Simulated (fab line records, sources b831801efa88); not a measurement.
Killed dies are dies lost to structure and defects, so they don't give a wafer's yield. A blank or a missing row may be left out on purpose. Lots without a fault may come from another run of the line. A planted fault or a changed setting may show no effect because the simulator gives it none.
Chamber matching | flow sfq_line | SFQ_TRILAYER_I3_CMP_CMP_082 on cmp-01: 4 sister chambers
The step polishes SiO2. 4 wafers are shown with their chamber, then 7 later ones without.

WAFERS WITH THEIR CHAMBER
wafer  | chamber | motor_current_A (A)
L579.5 | 0       | 10.2
L579.6 | 1       | 9.5
L580.1 | 3       | 10.0
L580.2 | 2       | 11.8

WAFERS WITHOUT THEIR CHAMBER
wafer  | motor_current_A (A)
L580.5 | 10.3
L585.1 | 9.2
L585.2 | 9.3
L585.6 | 11.3
L586.1 | 12.1
L586.2 | 9.9
L586.6 | 11.4

WHICH CHAMBER EACH WENT THROUGH
wafer  | from the rows above          | in truth
L580.5 | can't be placed: 0 or 3      | 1
L585.1 | can't be placed: 1 or 3      | 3
L585.2 | can't be placed: 1 or 3      | 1
L585.6 | can't be placed: 2 or 0      | 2
L586.1 | 2                            | 2
L586.2 | can't be placed: 3 or 0 or 1 | 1
L586.6 | 2                            | 2
Placed correctly: 2 of 7. Can't be placed from these rows: 5 (the true chamber is among the candidates in 4). Placed wrongly: 0.
How it was worked out, from the rows above alone: a wafer's distance from a chamber is the root of the sum, over the readings, of the square of ((its reading less the chamber's mean) divided by the reading's scatter). The wafer belongs to the nearest chamber; if the next one is less than 2 further off, it can't be placed. A chamber's mean is the mean of its shown wafers. The scatter: with one shown wafer a chamber, the root of the mean of the squares of how far each hidden wafer lies from its nearest shown one.
